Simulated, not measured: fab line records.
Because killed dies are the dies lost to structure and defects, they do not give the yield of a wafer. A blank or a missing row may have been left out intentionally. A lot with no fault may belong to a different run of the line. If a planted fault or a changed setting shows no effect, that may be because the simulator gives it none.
Which tool was responsible? / flow gf180mcu / Sampling: 6 lots, 18 wafers, 5 of 602 route steps

== WHAT EACH GAUGE READ, for each wafer ==
GF_SALICIDE_RS_MEAS_04: measures by four-point-probe.
lot=L487; measured=day 15 12:44; on=film_metro-04; SALICIDE_TIN_RS (ohm/sq)=16.54 16.52 16.46
lot=L496; measured=day 18 19:26; on=film_metro-01; SALICIDE_TIN_RS (ohm/sq)=16.14 16.33 15.99
lot=L498; measured=day 19 12:51; on=film_metro-02; SALICIDE_TIN_RS (ohm/sq)=16.00 15.83 15.99
lot=L501; measured=day 20 12:44; on=film_metro-01; SALICIDE_TIN_RS (ohm/sq)=16.16 16.12 15.96
lot=L503; measured=day 21 08:20; on=film_metro-01; SALICIDE_TIN_RS (ohm/sq)=15.88 16.01 15.99
lot=L509; measured=day 23 04:29; on=film_metro-01; SALICIDE_TIN_RS (ohm/sq)=16.04 16.11 16.55

== WHICH TOOL RAN EACH LOT (tool, then ch and the chambers of the sampled wafers, then the start) ==
lot=L487; GF_POLY_GATE_ETCH_13=rie_si-01 ch 0,1,2, day 9 11:57; GF_POLY_GATE_STRIP_14=plasma_asher-03 ch 0,1, day 9 12:01; GF_SAB_ETCH_11=rie_diel-04 ch 0,1,2, day 15 12:20; GF_SALICIDE_SPUTTER_02=pvd_sputter-04, day 15 12:41
lot=L496; GF_POLY_GATE_ETCH_13=rie_si-01 ch 0,1,2, day 12 05:14; GF_POLY_GATE_STRIP_14=plasma_asher-01 ch 0,1, day 12 05:20; GF_SAB_ETCH_11=rie_diel-01 ch 0,1, day 18 19:00; GF_SALICIDE_SPUTTER_02=pvd_sputter-01, day 18 19:20
lot=L498; GF_POLY_GATE_ETCH_13=rie_si-01 ch 0,1,2, day 12 19:20; GF_POLY_GATE_STRIP_14=plasma_asher-01 ch 0,1, day 12 19:24; GF_SAB_ETCH_11=rie_diel-03 ch 0,1,2, day 19 12:26; GF_SALICIDE_SPUTTER_02=pvd_sputter-01, day 19 12:47
lot=L501; GF_POLY_GATE_ETCH_13=rie_si-02 ch 0,1,2, day 13 14:35; GF_POLY_GATE_STRIP_14=plasma_asher-03 ch 0,1, day 13 14:39; GF_SAB_ETCH_11=rie_diel-03 ch 0,1, day 20 12:20; GF_SALICIDE_SPUTTER_02=pvd_sputter-01, day 20 12:41
lot=L503; GF_POLY_GATE_ETCH_13=rie_si-02 ch 0,1,3, day 14 09:20; GF_POLY_GATE_STRIP_14=plasma_asher-01 ch 0,1, day 14 09:24; GF_SAB_ETCH_11=rie_diel-03 ch 0,2,3, day 21 07:56; GF_SALICIDE_SPUTTER_02=pvd_sputter-02, day 21 08:17
lot=L509; GF_POLY_GATE_ETCH_13=rie_si-01 ch 0,2,3, day 15 22:51; GF_POLY_GATE_STRIP_14=plasma_asher-01 ch 0,1, day 15 22:54; GF_SAB_ETCH_11=rie_diel-01 ch 1,2,3, day 23 04:05; GF_SALICIDE_SPUTTER_02=pvd_sputter-01, day 23 04:25
- GF_POLY_GATE_ETCH_13: etches poly-Si in HBr/Cl2, stops on SiO2, target depth 198.5 nm, time 69.6 s.
- GF_POLY_GATE_STRIP_14: strips in O2/N2.
- GF_SAB_ETCH_11: etches SiO2 in C4F8/O2/Ar, target depth 55 nm, time 8.5 s.
- GF_SALICIDE_SPUTTER_02: material Co, target thk 10 nm, time 20 s.

== THE ANSWER, worked out from the rows above alone ==
Rule: usual is defined by the lots themselves. The widest of any qualifying gaps counts: lots, ordered by their means at a reading, are off when they make up no more than a third of the lots, leave a main group of 4 or more, and stand apart from it by 3 or more times the standard deviation of that group's means. A main group is skipped when, at the precision printed for the reading in the tables above, its means are all equal. A lot without any number at a reading at which 4 lots or more have one is off too. All remaining lots with rows at the step are treated as sound.
None of the lots is off at any reading shown; this tells nothing.

== WHAT THE SIMULATOR HAD INSERTED ==
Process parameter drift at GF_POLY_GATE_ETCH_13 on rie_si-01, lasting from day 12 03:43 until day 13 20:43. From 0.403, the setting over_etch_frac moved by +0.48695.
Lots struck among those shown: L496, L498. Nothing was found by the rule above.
